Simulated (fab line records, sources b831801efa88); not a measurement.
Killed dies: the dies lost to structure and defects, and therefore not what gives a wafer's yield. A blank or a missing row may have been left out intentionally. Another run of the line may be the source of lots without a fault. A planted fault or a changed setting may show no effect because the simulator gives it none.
fab line records | flow gf180mcu
[record] lots = 24 wafers = 72 last-day = 34
route steps=602 shown DNWELL@40 NWELL@137 SALICIDE@286 V3@434 V4@490 MIM@513
lots untouched by any fault: they come from a run of this same line in which no faults occurred
start-h: hours from the record's opening day to when the first of the lot's shown wafers began | wait-h: hours since the lot's step before | " same as the row above | L1.1+2: several wafers, shown together as one row | - no value present, or no start provided | * or withheld: withheld | < > ~ a bound
route shown NAME@n: NAME is a module with steps in the file, n the number in the route of the first one | usual: mean/standard deviation of fault-free wafers | same: alike in all rows | chamber/n: place in a boat | sites: readings site by site | _std_site: standard deviation of those values | _edge_site: the outer-site mean with the inner-site mean subtracted | radius-mm: how far each site lies from the wafer's centre | mask NAME#n: copy n | behind: the last tool/chamber to shape the wafer | hold: the reason the lot was held/the length of the hold in hours/how it ended | device: which transistor (n, p or np) failed to switch | end of line: at the end of the route, the tests of the same wafers | a step given without rows: its recipe and nothing more | killed: dies that structure and defects cost at the first sort, which is not the same as the wafer's yield | map: a wafer's dies, x killed, . not, _ none there
set.NAME: the setting the step ran with; set.NAME@STEP: the setting that earlier step ran with | model.NAME: the simulator's own value behind a step, which no gauge read
route steps across a sampled set of lots; one table per step, one row per wafer
services: when a tool's chamber went out of use (start-h, in hours from the record's first day, below 0 if earlier), for how many hours, and the reason
[[steps]]
[step GF_DNWELL_STRIP_08]
[recipe] chemistry = O2/N2 power-w = 1400 pressure-mtorr = 1500 platen-temp-c = 250 o2-flow-sccm = 3000 n2-flow-sccm = 300 overash-fraction = 0.5
[usual] drypump-motor-current-A = 5.35/0.28 heater-power-w = 329/25 o2-flow-sccm = 2998/8.9 oes-product-au = 0.722/0.0049 strip-time-to-endpoint-s = 36.96/0.098
[same] overash-fraction = 0.5
// columns lot.wafer tool chamber start-h wait-h drypump-motor-current-A heater-power-w o2-flow-sccm oes-product-au rf-hours-counter-h strip-time-to-endpoint-s
L074.1 plasma-asher-04 0 43.67 0.1 5.50 318 2992 0.731 26 36.90
L074.3 " 0 " " 5.49 321 3009 0.726 - 36.96
L074.4 " 1 " " 5.42 284 3008 0.712 - 36.99
L075.1 plasma-asher-03 1 48.97 0.1 5.70 331 2988 0.723 40 36.99
L075.3 " 0 " " 5.12 350 2990 0.716 - 37.02
L075.4 " 1 " " 5.70 332 2993 0.725 - 36.91
L076.1 plasma-asher-04 0 53.97 0.1 5.49 317 2995 0.721 27 36.96
L076.3 " 0 " " 5.53 325 3003 0.717 - 36.86
L076.6 " 1 " " 5.43 286 3003 0.723 - 36.95
L077.3 plasma-asher-03 1 58.80 0.1 5.73 327 2987 0.724 - 36.91
L077.4 " 0 " " 5.12 345 3008 0.729 - 36.82
L077.5 " 0 " " 5.12 347 3012 0.720 - 37.04
L078.1 plasma-asher-04 0 65.27 0.1 5.50 322 2985 0.719 28 36.79
L078.4 " 0 " " 5.50 320 2991 0.723 - 36.82
L078.6 " 0 " " 5.50 322 2989 0.721 - 36.77
L079.2 plasma-asher-03 0 71.46 0.1 5.12 346 2996 0.731 42 36.80
L079.5 " 0 " " 5.11 352 3005 0.729 - 36.88
L079.6 " 1 " " 5.71 323 2989 0.724 - 36.88
L080.3 plasma-asher-02 1 76.45 0.1 4.92 342 3000 0.714 - 36.93
L080.5 " 1 " " 4.91 355 3003 0.722 - 36.81
L080.6 " 0 " " 5.44 278 3002 0.726 - 36.94
L081.4 plasma-asher-03 1 80.70 0.1 5.69 332 2977 0.712 - 37.00
L081.5 " 1 " " 5.69 334 2993 0.726 - 37.02
L081.6 " 0 " " 5.13 353 3001 0.727 - 36.92
L082.1 plasma-asher-03 0 87.62 0.1 5.09 352 2993 0.729 44 36.85
L082.2 " 1 " " 5.72 329 2988 0.726 44 36.90
L082.4 " 1 " " 5.74 334 2993 0.725 - 36.93
L083.1 plasma-asher-03 0 91.57 0.1 5.11 352 3013 0.724 44 37.03
L083.3 " 1 " " 5.71 337 2998 0.722 - 37.00
L083.6 " 0 " " 5.12 342 3000 0.724 - 37.03
L084.1 plasma-asher-03 1 95.46 0.1 5.71 333 2992 0.729 45 36.98
L084.5 " 1 " " 5.71 333 2998 0.721 - 36.97
L084.6 " 0 " " 5.11 356 2975 0.722 - 36.89
L085.3 plasma-asher-03 0 99.84 0.1 5.12 352 2999 0.731 - 37.00
L085.5 " 1 " " 5.71 342 2991 0.720 - 36.96
L085.6 " 0 " " 5.10 346 2991 0.730 - 36.99
L086.1 plasma-asher-03 1 106.07 0.1 5.73 340 3002 0.723 46 37.11
L086.2 " 0 " " 5.11 333 3010 0.717 46 36.99
L086.6 " 1 " " 5.73 335 2989 0.718 - 37.06
L087.3 plasma-asher-03 0 110.36 0.1 5.12 347 3009 0.712 - 37.01
L087.4 " 1 " " 5.70 331 2996 0.728 - 36.89
L087.5 " 1 " " 5.69 333 2986 0.728 - 36.98
L088.3 plasma-asher-04 1 122.35 0.1 5.39 286 2985 0.722 - 36.92
L088.5 " 0 " " 5.49 320 3011 0.726 - 36.85
L088.6 " 1 " " 5.38 289 2999 0.731 - 36.90
L089.2 plasma-asher-02 0 127.71 0.1 5.45 288 3013 0.722 1 36.88
L089.3 " 1 " " 4.90 356 3006 0.722 - 36.98
L089.5 " 1 " " 4.90 355 3004 0.720 - 36.98
L090.1 plasma-asher-02 1 130.72 0.1 4.92 354 2981 0.718 2 36.89
L090.2 " 0 " " 5.43 283 2988 0.718 2 36.89
L090.3 " 1 " " 4.90 355 2991 0.720 - 36.95
L091.2 plasma-asher-03 0 134.01 0.1 5.12 352 2992 0.726 47 37.01
L091.5 " 0 " " 5.12 353 2990 0.723 - 36.95
L091.6 " 1 " " 5.73 327 2995 0.718 - 36.90
L092.1 plasma-asher-03 0 141.51 0.1 5.14 342 2987 0.714 48 37.17
L092.2 " 1 " " 5.73 327 3004 0.733 48 37.14
L092.5 " 1 " " 5.72 335 3010 0.730 - 37.05
L093.4 plasma-asher-02 1 147.10 0.1 4.94 359 2992 0.717 - 37.05
L093.5 " 1 " " 4.96 353 2991 0.728 - 37.01
L093.6 " 0 " " 5.48 288 2983 0.718 - 37.04
L094.4 plasma-asher-02 0 150.95 0.1 5.44 288 2992 0.723 - 37.10
L094.5 " 1 " " 4.93 359 3011 0.714 - 37.17
L094.6 " 0 " " 5.43 292 2988 0.726 - 37.14
L095.1 plasma-asher-03 0 158.66 0.1 5.10 348 2993 0.715 50 37.03
L095.4 " 0 " " 5.11 346 2999 0.721 - 36.90
L095.5 " 0 " " 5.11 347 2993 0.710 - 36.95
L096.1 plasma-asher-02 1 159.11 0.1 4.90 358 3003 0.725 5 36.86
L096.2 " 0 " " 5.47 290 3007 0.725 5 36.88
L096.3 " 1 " " 4.89 352 3002 0.724 - 36.86
L097.1 plasma-asher-02 0 164.41 0.1 5.41 287 3000 0.726 5 36.92
L097.3 " 1 " " 4.93 354 3002 0.724 - 36.86
L097.5 " 1 " " 4.93 350 3010 0.722 - 36.79
[step GF_VT_IMPLANT_RS_MEAS_47]
[recipe] thk-meas-gauge = four-point-probe
[usual] NWELL_RS = 487.9/1.2
// columns lot.wafer tool chamber start-h wait-h NWELL_RS[ohm/sq]
L074.1 film-metro-03 - 157.40 0.1 487.6
L074.3 " - " " 487.3
L074.4 " - " " 487.9
L075.1 film-metro-03 - 163.45 0.1 488.8
L075.3 " - " " 489.3
L075.4 " - " " 490.0
L076.1 film-metro-03 - 170.45 0.1 489.6
L076.3 " - " " 488.4
L076.6 " - " " 490.1
L077.3 film-metro-02 - 178.59 0.1 488.5
L077.4 " - " " 488.2
L077.5 " - " " 487.1
L078.1 film-metro-02 - 185.48 0.1 488.4
L078.4 " - " " 489.4
L078.6 " - " " 489.5
L079.2 film-metro-02 - 190.30 0.1 486.8
L079.5 " - " " 487.9
L079.6 " - " " 487.0
L080.3 film-metro-01 - 198.39 0.1 489.6
L080.5 " - " " 490.0
L080.6 " - " " 489.1
L081.4 film-metro-01 - 205.34 0.1 489.4
L081.5 " - " " 489.0
L081.6 " - " " 488.4
L082.1 film-metro-03 - 213.55 0.1 486.7
L082.2 " - " " 487.1
L082.4 " - " " 487.1
L083.1 film-metro-03 - 218.92 0.1 488.7
L083.3 " - " " 489.5
L083.6 " - " " 490.1
L084.1 film-metro-01 - 225.37 0.1 488.9
L084.5 " - " " 488.9
L084.6 " - " " 488.8
L085.3 film-metro-01 - 227.99 0.1 488.2
L085.5 " - " " 487.2
L085.6 " - " " 488.9
L086.1 film-metro-03 - 236.27 0.1 487.0
L086.2 " - " " 487.6
L086.6 " - " " 487.2
L087.3 film-metro-01 - 242.79 0.1 486.9
L087.4 " - " " 488.3
L087.5 " - " " 486.9
L088.3 film-metro-02 - 257.69 0.1 485.4
L088.5 " - " " 486.7
L088.6 " - " " 488.1
L089.2 film-metro-01 - 265.87 0.1 487.4
L089.3 " - " " 487.7
L089.5 " - " " 488.1
L090.1 film-metro-01 - 267.90 0.1 488.3
L090.2 " - " " 490.0
L090.3 " - " " 489.0
L091.2 film-metro-01 - 272.80 0.1 486.3
L091.5 " - " " 486.6
L091.6 " - " " 485.6
L092.1 film-metro-02 - 283.48 0.1 488.5
L092.2 " - " " 489.4
L092.5 " - " " 487.7
L093.4 film-metro-02 - 291.23 0.1 486.6
L093.5 " - " " 487.2
L093.6 " - " " 487.2
L094.4 film-metro-02 - 295.79 0.1 486.4
L094.5 " - " " 487.5
L094.6 " - " " 486.2
L095.1 film-metro-02 - 306.19 0.1 488.3
L095.4 " - " " 488.7
L095.5 " - " " 487.6
L096.1 film-metro-03 - 306.32 0.1 487.2
L096.2 " - " " 486.0
L096.3 " - " " 487.8
L097.1 film-metro-02 - 311.44 0.1 486.3
L097.3 " - " " 487.4
L097.5 " - " " 488.2
[step GF_SALICIDE_RTA_08]
[recipe] temp-c = 800 time-s = 30 ambient = N2
[usual] lamp-power-pct = 17.2/0.49 wafer_temp_C_max = 804.4/0.89
// columns lot.wafer tool chamber start-h wait-h lamp-power-pct wafer_temp_C_max
L074.1 rtp-anneal-01 0 336.54 0.0 16.7 804.6
L074.3 " 0 " " 16.6 805.6
L074.4 " 0 " " 16.6 804.2
L075.1 rtp-anneal-01 0 349.33 0.0 16.7 804.9
L075.3 " 0 " " 16.6 804.2
L075.4 " 0 " " 16.6 805.4
L076.1 rtp-anneal-01 0 357.85 0.0 16.6 803.6
L076.3 " 0 " " 16.6 804.2
L076.6 " 0 " " 16.6 805.7
L077.3 rtp-anneal-02 0 365.77 0.0 17.7 803.3
L077.4 " 0 " " 17.6 803.9
L077.5 " 0 " " 17.6 805.5
L078.1 rtp-anneal-02 0 377.01 0.0 17.6 804.2
L078.4 " 0 " " 17.6 803.7
L078.6 " 0 " " 17.6 803.4
L079.2 rtp-anneal-02 0 385.19 0.0 17.6 804.2
L079.5 " 0 " " 17.6 806.9
L079.6 " 0 " " 17.6 803.4
L080.3 rtp-anneal-02 0 393.55 0.1 17.6 803.4
L080.5 " 0 " " 17.6 804.5
L080.6 " 0 " " 17.6 803.3
L081.4 rtp-anneal-02 0 403.64 0.1 17.6 804.9
L081.5 " 0 " " 17.6 802.7
L081.6 " 0 " " 17.6 806.0
L082.1 rtp-anneal-01 0 409.71 0.0 16.6 803.0
L082.2 " 0 " " 16.7 804.2
L082.4 " 0 " " 16.6 805.4
L083.1 rtp-anneal-01 0 425.21 0.0 16.6 805.7
L083.3 " 0 " " 16.6 805.5
L083.6 " 0 " " 16.6 804.2
L084.1 rtp-anneal-02 0 427.51 0.0 17.6 803.3
L084.5 " 0 " " 17.6 803.9
L084.6 " 0 " " 17.6 804.2
L085.3 rtp-anneal-01 0 430.13 0.0 16.6 805.3
L085.5 " 0 " " 16.6 804.2
L085.6 " 0 " " 16.6 806.0
L086.1 rtp-anneal-02 0 443.59 0.0 17.6 804.4
L086.2 " 0 " " 17.6 803.3
L086.6 " 0 " " 17.6 803.6
L087.3 rtp-anneal-01 0 454.87 0.0 16.6 804.8
L087.4 " 0 " " 16.6 805.6
L087.5 " 0 " " 16.6 804.8
L088.3 rtp-anneal-02 0 475.60 0.0 17.6 804.4
L088.5 " 0 " " 17.6 804.2
L088.6 " 0 " " 17.6 804.3
L089.2 rtp-anneal-02 0 479.93 0.0 17.6 803.4
L089.3 " 0 " " 17.6 803.9
L089.5 " 0 " " 17.6 805.5
L090.1 rtp-anneal-01 0 482.12 0.0 16.7 804.8
L090.2 " 0 " " 16.6 804.4
L090.3 " 0 " " 16.6 805.0
L091.2 rtp-anneal-02 0 487.87 0.0 17.6 802.8
L091.5 " 0 " " 17.6 804.0
L091.6 " 0 " " 17.7 803.3
L092.1 rtp-anneal-02 0 499.64 0.0 17.6 803.8
L092.2 " 0 " " 17.6 803.5
L092.5 " 0 " " 17.6 804.5
L094.4 rtp-anneal-02 0 513.19 0.1 17.6 802.8
L094.5 " 0 " " 17.6 803.4
L094.6 " 0 " " 17.6 805.1
L093.4 rtp-anneal-02 0 513.78 0.1 17.6 803.1
L093.5 " 0 " " 17.6 802.8
L093.6 " 0 " " 17.6 804.9
L095.1 rtp-anneal-01 0 527.54 0.0 16.6 803.1
L095.4 " 0 " " 16.6 804.0
L095.5 " 0 " " 16.6 805.6
L096.1 rtp-anneal-01 0 528.24 0.0 16.6 805.1
L096.2 " 0 " " 16.6 805.0
L096.3 " 0 " " 16.6 804.7
L097.1 rtp-anneal-01 0 532.68 0.0 16.6 805.2
L097.3 " 0 " " 16.6 805.0
L097.5 " 0 " " 16.6 804.9
[step GF_V3_BOW_MEAS_05]
[recipe] mode = bow
[usual] V3_BOW = 116/9.4
// columns lot.wafer tool chamber start-h wait-h V3_BOW[um]
L074.1 film-metro-02 - 485.72 0.2 108
L074.3 " - " " 124
L074.4 " - " " 118
L075.1 film-metro-04 - 500.08 0.2 111
L075.3 " - " " 105
L075.4 " - " " 103
L076.1 film-metro-04 - 509.17 0.1 130
L076.3 " - " " 133
L076.6 " - " " 120
L077.3 film-metro-02 - 517.40 0.2 96
L077.4 " - " " 107
L077.5 " - " " 104
L078.1 film-metro-04 - 528.95 0.1 110
L078.4 " - " " 113
L078.6 " - " " 114
L079.2 film-metro-03 - 538.73 0.2 119
L079.5 " - " " 124
L079.6 " - " " 119
L080.3 film-metro-04 - 545.89 0.2 123
L080.5 " - " " 133
L080.6 " - " " 112
L081.4 film-metro-03 - 556.13 0.2 118
L081.5 " - " " 126
L081.6 " - " " 96
L082.1 film-metro-02 - 560.39 0.2 123
L082.2 " - " " 102
L082.4 " - " " 108
L083.1 film-metro-04 - 576.12 0.1 107
L083.3 " - " " 111
L083.6 " - " " 113
L084.1 film-metro-04 - 577.30 0.2 109
L084.5 " - " " 108
L084.6 " - " " 111
L085.3 film-metro-03 - 581.23 0.2 119
L085.5 " - " " 123
L085.6 " - " " 128
L086.1 film-metro-02 - 591.72 0.1 101
L086.2 " - " " 103
L086.6 " - " " 110
L087.3 film-metro-04 - 602.41 0.2 112
L087.4 " - " " 121
L087.5 " - " " 115
L088.3 film-metro-02 - 619.57 0.3 116
L088.5 " - " " 105
L088.6 " - " " 89
L089.2 film-metro-04 - 623.58 0.2 139
L089.3 " - " " 129
L089.5 " - " " 127
L090.1 film-metro-04 - 625.68 0.1 128
L090.2 " - " " 125
L090.3 " - " " 127
L091.2 film-metro-03 - 630.27 0.2 114
L091.5 " - " " 105
L091.6 " - " " 111
L092.1 film-metro-02 - 640.22 0.2 129
L092.2 " - " " 112
L092.5 " - " " 132
L094.4 film-metro-04 - 651.05 0.3 102
L094.5 " - " " 117
L094.6 " - " " 111
L093.4 film-metro-02 - 653.15 0.2 119
L093.5 " - " " 105
L093.6 " - " " 113
L095.1 film-metro-03 - 663.11 0.1 126
L095.4 " - " " 122
L095.5 " - " " 128
L096.1 film-metro-03 - 664.36 0.1 126
L096.2 " - " " 107
L096.3 " - " " 115
L097.1 film-metro-03 - 667.31 0.1 125
L097.3 " - " " 122
L097.5 " - " " 126
[step GF_V4_CD_MEAS_14]
[recipe] target-cd-nm = 260
[usual] cd-nm = 260.6/1.2
// columns lot.wafer tool chamber start-h wait-h cd-nm
L074.1 cd-sem-01 - 558.31 0.1 260.4
L074.3 " - " " 259.3
L074.4 " - " " 260.6
L075.1 cd-sem-01 - 570.36 0.1 262.7
L075.3 " - " " 261.1
L075.4 " - " " 262.5
L076.1 cd-sem-01 - 579.41 0.1 259.0
L076.3 " - " " 259.3
L076.6 " - " " 258.5
L077.3 cd-sem-01 - 587.20 0.1 261.3
L077.4 " - " " 260.6
L077.5 " - " " 261.2
L078.1 cd-sem-02 - 598.51 0.1 258.9
L078.4 " - " " 261.4
L078.6 " - " " 259.4
L079.2 cd-sem-01 - 607.58 0.1 259.9
L079.5 " - " " 259.8
L079.6 " - " " 260.5
L080.3 cd-sem-02 - 613.80 0.1 261.1
L080.5 " - " " 262.8
L080.6 " - " " 261.6
L081.4 cd-sem-01 - 622.52 0.1 260.8
L081.5 " - " " 259.8
L081.6 " - " " 259.5
L082.1 cd-sem-02 - 627.46 0.1 261.9
L082.2 " - " " 261.6
L082.4 " - " " 262.7
L083.1 cd-sem-02 - 641.26 0.1 259.4
L083.3 " - " " 260.5
L083.6 " - " " 261.5
L084.1 cd-sem-02 - 643.56 0.1 260.4
L084.5 " - " " 259.2
L084.6 " - " " 262.1
L085.3 cd-sem-01 - 646.74 0.1 261.5
L085.5 " - " " 261.1
L085.6 " - " " 262.4
L086.1 cd-sem-02 - 656.06 0.1 260.0
L086.2 " - " " 261.0
L086.6 " - " " 260.2
L087.3 cd-sem-02 - 665.55 0.1 260.0
L087.4 " - " " 260.1
L087.5 " - " " 261.4
L088.3 cd-sem-01 - 681.79 0.1 261.5
L088.5 " - " " 260.7
L088.6 " - " " 260.3
L089.2 cd-sem-01 - 685.98 0.1 262.5
L089.3 " - " " 261.8
L089.5 " - " " 262.3
L090.1 cd-sem-02 - 688.35 0.1 259.9
L090.2 " - " " 259.2
L090.3 " - " " 259.3
L091.2 cd-sem-02 - 692.47 0.1 259.8
L091.5 " - " " 259.7
L091.6 " - " " 259.7
L092.1 cd-sem-01 - 700.41 0.1 258.5
L092.2 " - " " 259.3
L092.5 " - " " 259.0
L094.4 cd-sem-01 - 710.71 0.1 260.4
L094.5 " - " " 259.7
L094.6 " - " " 260.1
L093.4 cd-sem-02 - 713.17 0.1 259.4
L093.5 " - " " 259.7
L093.6 " - " " 259.9
L095.1 cd-sem-01 - 722.26 0.1 261.5
L095.4 " - " " 262.3
L095.5 " - " " 262.3
L096.1 cd-sem-02 - 723.25 0.1 260.6
L096.2 " - " " 261.8
L096.3 " - " " 261.6
L097.1 cd-sem-02 - 726.36 0.1 259.8
L097.3 " - " " 259.6
L097.5 " - " " 258.9
[step GF_MIM_RS_MEAS_10]
[recipe] thk-meas-gauge = four-point-probe reads = TiN_of_MIM_SPUTTER_09+AlCu_of_MIM_SPUTTER_08+TiN_of_MIM_SPUTTER_07
[usual] MIM_ALCU_RS = 0.1612/0.0018
// columns lot.wafer tool chamber start-h wait-h MIM_ALCU_RS[ohm/sq]
L074.1 film-metro-01 - 560.24 0.0 0.1621
L074.3 " - " " 0.1581
L074.4 " - " " 0.1615
L075.1 film-metro-02 - 572.30 0.0 0.1589
L075.3 " - " " 0.1625
L075.4 " - " " 0.1588
L076.1 film-metro-04 - 581.46 0.0 0.1629
L076.3 " - " " 0.1612
L076.6 " - " " 0.1615
L077.3 film-metro-04 - 589.15 0.1 0.1624
L077.4 " - " " 0.1611
L077.5 " - " " 0.1595
L078.1 film-metro-04 - 600.47 0.0 0.1594
L078.4 " - " " 0.1589
L078.6 " - " " 0.1601
L079.2 film-metro-04 - 609.91 0.0 0.1638
L079.5 " - " " 0.1613
L079.6 " - " " 0.1633
L080.3 film-metro-01 - 615.72 0.1 0.1600
L080.5 " - " " 0.1602
L080.6 " - " " 0.1622
L081.4 film-metro-02 - 624.44 0.1 0.1623
L081.5 " - " " 0.1616
L081.6 " - " " 0.1637
L082.1 film-metro-04 - 629.41 0.0 0.1627
L082.2 " - " " 0.1606
L082.4 " - " " 0.1617
L083.1 film-metro-02 - 643.22 0.0 0.1603
L083.3 " - " " 0.1592
L083.6 " - " " 0.1622
L084.1 film-metro-02 - 645.70 0.0 0.1628
L084.5 " - " " 0.1627
L084.6 " - " " 0.1644
L085.3 film-metro-04 - 648.68 0.1 0.1617
L085.5 " - " " 0.1614
L085.6 " - " " 0.1605
L086.1 film-metro-04 - 657.99 0.0 0.1610
L086.2 " - " " 0.1613
L086.6 " - " " 0.1593
L087.3 film-metro-04 - 667.51 0.1 0.1606
L087.4 " - " " 0.1600
L087.5 " - " " 0.1583
L088.3 film-metro-01 - 683.74 0.1 0.1636
L088.5 " - " " 0.1651
L088.6 " - " " 0.1630
L089.2 film-metro-02 - 687.94 0.0 0.1611
L089.3 " - " " 0.1592
L089.5 " - " " 0.1600
L090.1 film-metro-01 - 690.34 0.0 0.1598
L090.2 " - " " 0.1617
L090.3 " - " " 0.1600
L091.2 film-metro-02 - 694.49 0.0 0.1626
L091.5 " - " " 0.1640
L091.6 " - " " 0.1632
L092.1 film-metro-02 - 702.35 0.0 0.1627
L092.2 " - " " 0.1627
L092.5 " - " " 0.1617
L094.4 film-metro-02 - 712.67 0.1 0.1594
L094.5 " - " " 0.1590
L094.6 " - " " 0.1596
L093.4 film-metro-04 - 715.12 0.1 0.1603
L093.5 " - " " 0.1625
L093.6 " - " " 0.1626
L095.1 film-metro-02 - 724.19 0.0 0.1618
L095.4 " - " " 0.1588
L095.5 " - " " 0.1601
L096.1 film-metro-01 - 725.21 0.0 0.1592
L096.2 " - " " 0.1594
L096.3 " - " " 0.1612
L097.1 film-metro-04 - 728.29 0.0 0.1581
L097.3 " - " " 0.1591
L097.5 " - " " 0.1604
[[services]]
// columns tool chamber start-h hours kind
plasma-asher-02 - 108.75 9.0 pm
plasma-asher-02 0 108.75 9.0 vent-cycle
plasma-asher-02 1 108.75 9.0 vent-cycle
plasma-asher-02 0 117.75 - clean
plasma-asher-02 1 117.75 - clean
plasma-asher-03 - 117.90 15.6 pm
plasma-asher-04 - 175.22 4.3 pm
plasma-asher-02 - 192.34 2.3 repair
plasma-asher-02 - 245.63 2.0 repair
plasma-asher-03 - 252.37 2.2 repair
plasma-asher-02 - 257.42 2.8 pm
plasma-asher-02 - 261.00 2.2 repair
plasma-asher-03 - 268.13 1.6 repair
plasma-asher-03 - 296.21 0.7 repair
plasma-asher-04 - 371.77 9.3 repair
plasma-asher-03 - 463.07 28.1 pm
plasma-asher-02 - 508.51 3.3 repair
[[key]]
fault none
